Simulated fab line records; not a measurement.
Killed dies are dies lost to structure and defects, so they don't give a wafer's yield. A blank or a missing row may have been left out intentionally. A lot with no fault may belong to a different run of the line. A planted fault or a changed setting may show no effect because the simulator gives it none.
A struck lot beside a sound one ; flow sky130 ; 16 out of 708 route steps
Sound: wafers L560.1, L560.3, L560.6. Struck: wafers L568.2, L568.4, L568.6. The cause comes at the end.
At each step with rows: each side's tool, then ch and its chambers, then its first start. Under that, the readings that differ: sound wafers ; struck wafers ; difference of the means ; sigmas: that difference in standard deviations of wafers without a fault.
alike: a reading whose means differ by less than 2 such deviations, as well as words and numbers matching on both sides. not compared: withheld readings; readings where some wafer has no value; bounds like >300 that might hide an equal value; numbers whose values overlap and for which the record gives no deviation.
A row with sigmas, a row that says differs or no value, or rows on one side alone: a step with any of these is where the two part. Non-overlapping numbers with no deviation appear without sigmas and do not part them. A reading that every wafer of one side lacks parts them only if that side has two wafers or more.

SKY_LDD_P_OVL_MEAS_08:
  sound: overlay-01 at day 19 08:25; struck: overlay-01 at day 22 09:25
  alike: LDD_P_OVL
following that, these wafers have no rows for 1 step: SKY_LDD_P_IMPLANT_09.
SKY_LDD_P_STRIP_10: strips in O2/N2.
  sound on plasma-asher-03 ch 0,1, day 19 08:36; struck on plasma-asher-04 ch 0, day 22 09:36
reading;sound;struck;difference;sigmas
drypump-motor-current-A (A);6.0 6.1 5.9;4.8 4.8 4.8;-1.2;-2
strip-time-to-endpoint-s (s);14.13 14.12 14.15;14.21 14.21 14.24;+0.09;+2
  alike: oes-product-au
  not compared: rf-hours-counter-h
SKY_LDD_P_TW_MEAS_11:
  sound: film-metro-03 at day 19 08:42; struck: film-metro-03 at day 22 09:43
  alike: LDD_P_TW
then, 7 steps without rows for these wafers: SKY_LDD_HVN_DEHYDRATE_00 (time 60 s); SKY_LDD_HVN_HMDS_01 (prime time 60 s); SKY_LDD_HVN_COAT_02 (resist thk 300 nm); SKY_LDD_HVN_SOFTBAKE_03 (time 60 s); SKY_LDD_HVN_EXPOSE_04 (exposes mask HVNTM, target cd 700 nm); SKY_LDD_HVN_PEB_05; SKY_LDD_HVN_DEVELOP_06 (develop time 60 s).
SKY_LDD_HVN_OVL_MEAS_07:
  sound: overlay-02 at day 20 15:05; struck: overlay-01 at day 23 16:41
  alike: LDD_HVN_OVL
SKY_LDD_HVN_IMPLANT_08:
  sound on implanter-01 ch 0, day 20 15:07; struck on implanter-02 ch 0, day 23 16:44
reading;sound;struck;difference;sigmas
beam-energy-keV;60.015 59.998 59.991;48.928 48.962 48.928;-11.062;-99 or more
model.implant.rp-nm (nm);56.81 56.81 56.81;45.45 45.45 45.45;-11.36;
model.implant.drp-nm (nm);28.15 28.15 28.15;23.7 23.7 23.7;-4.4;
SKY_LDD_HVN_STRIP_09: strips in O2/N2.
  sound on plasma-asher-01 ch 0,1, day 20 15:16; struck on plasma-asher-01 ch 0,1, day 23 16:52
  alike: drypump-motor-current-A, oes-product-au, strip-time-to-endpoint-s
  not compared: rf-hours-counter-h
SKY_LDD_HVN_TW_MEAS_10:
  sound: film-metro-01 at day 20 15:22; struck: film-metro-01 at day 23 17:14
reading;sound;struck;difference;sigmas
LDD_HVN_TW;1437 1448 1437;1378 1371 1371;-67;-6
  not compared: hold
-- a jump in the record: the struck wafers' starts before and after are 25 days apart (it breaks off in module LDD_HVN and resumes in module PAD_OPEN, where the first step shown is number 708 of the route) --
SKY_PAD_OPEN_PROBE_99:
  sound: prober-01 at day 46 05:09; struck: prober-01 at day 48 06:34
reading;sound;struck;difference;sigmas
model.etest.tip_n_5v.rs-ohm-sq;1371 1370 1376;1524 1529 1526;+154;
model.etest.nfet-g5v0d10v5.r-on-ohm-um;1862 1872 1860;1925 1940 1966;+79;
model.etest.nfet-g5v0d10v5.vt-sat-v (V);0.7538 0.7576 0.7617;0.7817 0.7872 0.7886;+0.0281;
model.etest.nfet-g5v0d10v5.vt-v (V);0.816 0.8175 0.8172;0.8299 0.8365 0.8397;+0.0185;
  alike: killed_at_M0_to_M3, killed_at_M4_up, killed-at-contacts, killed-at-front-end, killed-at-other, killed-dies, killed-open, killed-short

WHERE THEY PART
Last at SKY_LDD_HVN_TW_MEAS_10 as far as this record goes, first at SKY_LDD_P_STRIP_10. Later steps at which nothing parts them and some readings are alike: SKY_PAD_OPEN_PROBE_99.

WHY: the cause the simulator had injected
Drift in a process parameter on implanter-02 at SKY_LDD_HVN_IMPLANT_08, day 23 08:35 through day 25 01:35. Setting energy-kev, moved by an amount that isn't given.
